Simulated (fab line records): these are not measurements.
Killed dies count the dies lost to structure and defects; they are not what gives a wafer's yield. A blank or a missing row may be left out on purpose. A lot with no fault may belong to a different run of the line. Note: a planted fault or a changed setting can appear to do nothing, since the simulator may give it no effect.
The tool behind it: which one? :: flow sfqLine :: 14 lots with 40 wafers sampled at 6 steps, on a route of 325 steps

WHAT THE GAUGES READ, wafer by wafer
SFQ_L0_RS_MEAS_901: measurement is done with a four-point probe. Usual: L0_MONX_KI_RS typically reads 43.8 ohm/sq, with standard deviation 0.6.
lot: L773
measured: day 1 17:35
on: filmMetro-01
L0_MONX_KI_RS (ohm/sq): 43.7 42.6 42.5
flag: 

lot: L774
measured: day 1 22:34
on: filmMetro-01
L0_MONX_KI_RS (ohm/sq): 44.6 43.7 43.8
flag: 

lot: L775
measured: day 2 03:34
on: filmMetro-03
L0_MONX_KI_RS (ohm/sq): 44.6 43.5 44.3
flag: 

lot: L776
measured: day 2 08:34
on: filmMetro-03
L0_MONX_KI_RS (ohm/sq): 43.0 44.1 44.3
flag: 

lot: L777
measured: day 2 13:34
on: filmMetro-01
L0_MONX_KI_RS (ohm/sq): 43.7 45.0 43.5
flag: 

lot: L779
measured: day 2 23:34
on: filmMetro-03
L0_MONX_KI_RS (ohm/sq): 44.1 43.6 43.8
flag: 

lot: L785
measured: day 4 05:35
on: filmMetro-03
L0_MONX_KI_RS (ohm/sq): 34.2 43.9
flag: OFF

lot: L787
measured: day 4 15:35
on: filmMetro-03
L0_MONX_KI_RS (ohm/sq): 33.5 43.4
flag: OFF

lot: L790
measured: day 5 06:34
on: filmMetro-03
L0_MONX_KI_RS (ohm/sq): 44.3 43.0 43.1
flag: 

lot: L791
measured: day 5 11:36
on: filmMetro-04
L0_MONX_KI_RS (ohm/sq): 43.9 44.2 44.7
flag: 

lot: L792
measured: day 5 16:34
on: filmMetro-04
L0_MONX_KI_RS (ohm/sq): 44.6 43.8 45.1
flag: 

lot: L793
measured: day 5 21:34
on: filmMetro-03
L0_MONX_KI_RS (ohm/sq): 43.8 43.9 43.8
flag: 

lot: L794
measured: day 6 02:35
on: filmMetro-04
L0_MONX_KI_RS (ohm/sq): 44.7 44.1 45.0
flag: 

lot: L795
measured: day 6 07:35
on: filmMetro-03
L0_MONX_KI_RS (ohm/sq): 43.7 44.3 44.1
flag: 

SFQ_L0_THK_MEAS_902: measures by xrf. Usual: L0_MONX_KI_THK typically reads 39.8 nm, with standard deviation 0.56.
lot: L773
measured: day 1 17:41
on: filmMetro-01
L0_MONX_KI_THK (nm): 40.0 41.0 41.0
flag: 

lot: L774
measured: day 1 22:41
on: filmMetro-01
L0_MONX_KI_THK (nm): 39.1 39.9 40.0
flag: 

lot: L775
measured: day 2 03:41
on: filmMetro-03
L0_MONX_KI_THK (nm): 39.0 39.8 39.3
flag: 

lot: L776
measured: day 2 08:41
on: filmMetro-03
L0_MONX_KI_THK (nm): 40.7 39.4 39.4
flag: 

lot: L777
measured: day 2 13:41
on: filmMetro-01
L0_MONX_KI_THK (nm): 40.0 38.8 40.3
flag: 

lot: L779
measured: day 2 23:41
on: filmMetro-03
L0_MONX_KI_THK (nm): 39.2 39.8 39.7
flag: 

lot: L785
measured: day 4 05:41
on: filmMetro-03
L0_MONX_KI_THK (nm): 50.9 39.5
flag: OFF

lot: L787
measured: day 4 15:41
on: filmMetro-03
L0_MONX_KI_THK (nm): 51.4 39.5
flag: OFF

lot: L790
measured: day 5 06:41
on: filmMetro-03
L0_MONX_KI_THK (nm): 39.1 40.1 40.1
flag: 

lot: L791
measured: day 5 11:42
on: filmMetro-04
L0_MONX_KI_THK (nm): 39.7 39.6 39.0
flag: 

lot: L792
measured: day 5 16:41
on: filmMetro-04
L0_MONX_KI_THK (nm): 39.2 40.0 38.8
flag: 

lot: L793
measured: day 5 21:41
on: filmMetro-03
L0_MONX_KI_THK (nm): 39.6 39.6 39.6
flag: 

lot: L794
measured: day 6 02:41
on: filmMetro-04
L0_MONX_KI_THK (nm): 39.1 39.9 38.8
flag: 

lot: L795
measured: day 6 07:41
on: filmMetro-03
L0_MONX_KI_THK (nm): 39.5 39.0 39.8
flag: 

SFQ_M2_OVL_MEAS_916. Usual: M2_OVL typically reads 1 nm, with standard deviation 5.6.
lot: L773
measured: day 34 00:50
on: overlay-02
M2_OVL (nm): -11 -5 -8
flag: 

lot: L774
measured: day 34 02:02
on: overlay-02
M2_OVL (nm): -1 7 7
flag: 

lot: L775
measured: day 34 03:14
on: overlay-02
M2_OVL (nm): -2 8 -2
flag: 

lot: L776
measured: day 34 05:38
on: overlay-01
M2_OVL (nm): 7 4 2
flag: 

lot: L777
measured: day 34 06:50
on: overlay-02
M2_OVL (nm): 1 6 4
flag: 

lot: L779
measured: day 34 12:50
on: overlay-01
M2_OVL (nm): 1 2 4
flag: 

lot: L785
measured: day 40 18:47
on: overlay-01
M2_OVL (nm): -5 3
flag: 

lot: L787
measured: day 41 18:47
on: overlay-01
M2_OVL (nm): 5 12
flag: 

lot: L790
measured: day 42 05:35
on: overlay-01
M2_OVL (nm): 8 -1 4
flag: 

lot: L791
measured: day 43 11:43
on: overlay-01
M2_OVL (nm): -18 -7 -10
flag: 

lot: L792
measured: day 44 17:31
on: overlay-01
M2_OVL (nm): 5 5 5
flag: 

lot: L793
measured: day 45 03:07
on: overlay-02
M2_OVL (nm): 1 -4 1
flag: 

lot: L794
measured: day 45 16:25
on: overlay-01
M2_OVL (nm): 10 7 4
flag: 

lot: L795
measured: day 46 04:17
on: overlay-02
M2_OVL (nm): 3 5 0
flag: 

SFQ_I3_OVL_MEAS_923. Usual: I3_OVL typically reads -1 nm, with standard deviation 5.8.
lot: L773
measured: day 41 02:28
on: overlay-02
I3_OVL (nm): -5 -4 -4
flag: 

lot: L774
measured: day 41 04:57
on: overlay-01
I3_OVL (nm): 0 2 -4
flag: 

lot: L775
measured: day 41 10:21
on: overlay-01
I3_OVL (nm): -5 -11 -7
flag: 

lot: L776
measured: day 41 11:33
on: overlay-01
I3_OVL (nm): 2 5 5
flag: 

lot: L777
measured: day 41 15:04
on: overlay-02
I3_OVL (nm): 3 7 3
flag: 

lot: L779
measured: day 41 19:57
on: overlay-02
I3_OVL (nm): -9 2 -5
flag: 

lot: L785
measured: day 44 19:40
on: overlay-02
I3_OVL (nm): 5 8
flag: 

lot: L787
measured: day 44 23:16
on: overlay-02
I3_OVL (nm): -7 -11
flag: 

lot: L790
measured: day 45 04:10
on: overlay-01
I3_OVL (nm): -3 -10 -7
flag: 

lot: L791
measured: day 50 04:08
on: overlay-01
I3_OVL (nm): 0 -10 -4
flag: 

lot: L792
measured: day 51 04:28
on: overlay-01
I3_OVL (nm): 3 -2 -2
flag: 

lot: L793
measured: day 51 05:40
on: overlay-01
I3_OVL (nm): -16 -3 -9
flag: 

lot: L794
measured: day 51 12:37
on: overlay-01
I3_OVL (nm): 2 7 1
flag: 

lot: L795
measured: day 53 00:29
on: overlay-02
I3_OVL (nm): -10 2 -6
flag: 

EACH LOT AND THE TOOL THAT RAN IT (in order: tool; ch and the chambers of the sampled wafers; start)
lot: L773
SFQ_TRILAYER_L0_DEP_SPUTTER_003: pvdSputter-05, day 1 17:29
SFQ_TRILAYER_L0_ETCH_METAL_ETCH_008: rieMetal-03 ch 0,1, day 4 14:58

lot: L774
SFQ_TRILAYER_L0_DEP_SPUTTER_003: pvdSputter-03, day 1 22:29
SFQ_TRILAYER_L0_ETCH_METAL_ETCH_008: rieMetal-02 ch 0,1, day 4 16:10

lot: L775
SFQ_TRILAYER_L0_DEP_SPUTTER_003: pvdSputter-05, day 2 03:29
SFQ_TRILAYER_L0_ETCH_METAL_ETCH_008: rieMetal-04 ch 0,1, day 4 22:10

lot: L776
SFQ_TRILAYER_L0_DEP_SPUTTER_003: pvdSputter-05, day 2 08:29
SFQ_TRILAYER_L0_ETCH_METAL_ETCH_008: rieMetal-04 ch 0,1, day 5 05:00

lot: L777
SFQ_TRILAYER_L0_DEP_SPUTTER_003: pvdSputter-05, day 2 13:29
SFQ_TRILAYER_L0_ETCH_METAL_ETCH_008: rieMetal-03 ch 0,1, day 5 09:48

lot: L779
SFQ_TRILAYER_L0_DEP_SPUTTER_003: pvdSputter-03, day 2 23:29
SFQ_TRILAYER_L0_ETCH_METAL_ETCH_008: rieMetal-02 ch 0,1, day 5 15:48

lot: L785
SFQ_TRILAYER_L0_DEP_SPUTTER_003: pvdSputter-03, day 4 05:29
SFQ_TRILAYER_L0_ETCH_METAL_ETCH_008: rieMetal-03 ch 0,1, day 6 18:53

lot: L787
SFQ_TRILAYER_L0_DEP_SPUTTER_003: pvdSputter-03, day 4 15:29
SFQ_TRILAYER_L0_ETCH_METAL_ETCH_008: rieMetal-02 ch 0,1, day 7 08:05

lot: L790
SFQ_TRILAYER_L0_DEP_SPUTTER_003: pvdSputter-05, day 5 06:29
SFQ_TRILAYER_L0_ETCH_METAL_ETCH_008: rieMetal-04 ch 0,1, day 8 18:31

lot: L791
SFQ_TRILAYER_L0_DEP_SPUTTER_003: pvdSputter-06, day 5 11:29
SFQ_TRILAYER_L0_ETCH_METAL_ETCH_008: rieMetal-03 ch 1, day 9 00:36

lot: L792
SFQ_TRILAYER_L0_DEP_SPUTTER_003: pvdSputter-05, day 5 16:29
SFQ_TRILAYER_L0_ETCH_METAL_ETCH_008: rieMetal-02 ch 0,1, day 9 06:31

lot: L793
SFQ_TRILAYER_L0_DEP_SPUTTER_003: pvdSputter-05, day 5 21:29
SFQ_TRILAYER_L0_ETCH_METAL_ETCH_008: rieMetal-04 ch 0,1, day 9 11:56

lot: L794
SFQ_TRILAYER_L0_DEP_SPUTTER_003: pvdSputter-05, day 6 02:29
SFQ_TRILAYER_L0_ETCH_METAL_ETCH_008: rieMetal-04 ch 0,1, day 9 15:19

lot: L795
SFQ_TRILAYER_L0_DEP_SPUTTER_003: pvdSputter-05, day 6 07:29
SFQ_TRILAYER_L0_ETCH_METAL_ETCH_008: rieMetal-03 ch 1, day 9 21:19
- SFQ_TRILAYER_L0_DEP_SPUTTER_003: material MoNx KI, target thk 40 nm, time 100 s.
- SFQ_TRILAYER_L0_ETCH_METAL_ETCH_008: etches MoNx KI in SF6/O2, stops on SiO2, target depth 50 nm, time 25 s.

WHAT THE TOOLS THEMSELVES READ (means of the sampled wafers that have a number; where no wafer has one, the mark that the record gives instead)
SFQ_TRILAYER_L0_DEP_SPUTTER_003. Usual: 29.4 % for throttleValvePct, sd 0.69.
lot: L773
tool: pvdSputter-05
throttleValvePct (%): 29.5
flag: 

lot: L774
tool: pvdSputter-03
throttleValvePct (%): 29.2
flag: 

lot: L775
tool: pvdSputter-05
throttleValvePct (%): 29.3
flag: 

lot: L776
tool: pvdSputter-05
throttleValvePct (%): 29.5
flag: 

lot: L777
tool: pvdSputter-05
throttleValvePct (%): 29.1
flag: 

lot: L779
tool: pvdSputter-03
throttleValvePct (%): 29.6
flag: 

lot: L785
tool: pvdSputter-03
throttleValvePct (%): 29.7
flag: 

lot: L787
tool: pvdSputter-03
throttleValvePct (%): 29.2
flag: 

lot: L790
tool: pvdSputter-05
throttleValvePct (%): 29.5
flag: 

lot: L791
tool: pvdSputter-06
throttleValvePct (%): 29.1
flag: 

lot: L792
tool: pvdSputter-05
throttleValvePct (%): 29.5
flag: 

lot: L793
tool: pvdSputter-05
throttleValvePct (%): 28.9
flag: 

lot: L794
tool: pvdSputter-05
throttleValvePct (%): 29.4
flag: 

lot: L795
tool: pvdSputter-05
throttleValvePct (%): 29.2
flag: 

SFQ_TRILAYER_L0_ETCH_METAL_ETCH_008. Usual: drypumpMotorCurrentA 5.9 A, standard deviation 0.42; oesProductAu 0.870 a.u., standard deviation 0.0076.
lot: L773
tool: rieMetal-03
drypumpMotorCurrentA (A): 6.5
oesProductAu (a.u.): 0.877
flag: 

lot: L774
tool: rieMetal-02
drypumpMotorCurrentA (A): 5.9
oesProductAu (a.u.): 0.871
flag: 

lot: L775
tool: rieMetal-04
drypumpMotorCurrentA (A): 5.6
oesProductAu (a.u.): 0.860
flag: 

lot: L776
tool: rieMetal-04
drypumpMotorCurrentA (A): 5.6
oesProductAu (a.u.): 0.869
flag: 

lot: L777
tool: rieMetal-03
drypumpMotorCurrentA (A): 6.4
oesProductAu (a.u.): 0.866
flag: 

lot: L779
tool: rieMetal-02
drypumpMotorCurrentA (A): 5.7
oesProductAu (a.u.): 0.866
flag: 

lot: L785
tool: rieMetal-03
drypumpMotorCurrentA (A): 6.4
oesProductAu (a.u.): 0.940
flag: OFF

lot: L787
tool: rieMetal-02
drypumpMotorCurrentA (A): 5.8
oesProductAu (a.u.): 0.939
flag: OFF

lot: L790
tool: rieMetal-04
drypumpMotorCurrentA (A): 5.6
oesProductAu (a.u.): 0.876
flag: 

lot: L791
tool: rieMetal-03
drypumpMotorCurrentA (A): 6.5
oesProductAu (a.u.): 0.868
flag: 

lot: L792
tool: rieMetal-02
drypumpMotorCurrentA (A): 5.9
oesProductAu (a.u.): 0.862
flag: 

lot: L793
tool: rieMetal-04
drypumpMotorCurrentA (A): 5.6
oesProductAu (a.u.): 0.866
flag: 

lot: L794
tool: rieMetal-04
drypumpMotorCurrentA (A): 5.6
oesProductAu (a.u.): 0.863
flag: 

lot: L795
tool: rieMetal-03
drypumpMotorCurrentA (A): 6.6
oesProductAu (a.u.): 0.868
flag: 

THE ANSWER, worked out from the rows above alone
Rule: take the mean of a lot's wafers that have a number; if it is more than 3 standard deviations from the usual mean, the lot is off. Also off: a lot with no number at a reading for which 4 or more lots have one. The other lots that the step has rows for count as sound. The gauges are gone through in route order, then the tools' own readings, and for those a lot's mean is taken as printed above. The first step at which some lot is off is used, and at that step the reading that is off furthest; a lot without a number counts as furthest.
Off: at SFQ_L0_RS_MEAS_901 (L0_MONX_KI_RS), L785, L787.
If a tool, at a process step before that reading, ran all the lots that are off and no sound lot after the first of them, it fits. The gauges at SFQ_L0_RS_MEAS_901 aren't tried: what is off there is off at SFQ_TRILAYER_L0_ETCH_METAL_ETCH_008 too, on other tools, and a gauge's error can't cause that. One candidate fits, namely pvdSputter-03 at SFQ_TRILAYER_L0_DEP_SPUTTER_003. A fault onset in the window from L779 (day 2 23:29, its last sound lot) to L785 (day 4 05:29, its first lot off) fits.

WHAT HAD BEEN PUT IN BY THE SIMULATOR
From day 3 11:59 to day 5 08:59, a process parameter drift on pvdSputter-03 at SFQ_TRILAYER_L0_DEP_SPUTTER_003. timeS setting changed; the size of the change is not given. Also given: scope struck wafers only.
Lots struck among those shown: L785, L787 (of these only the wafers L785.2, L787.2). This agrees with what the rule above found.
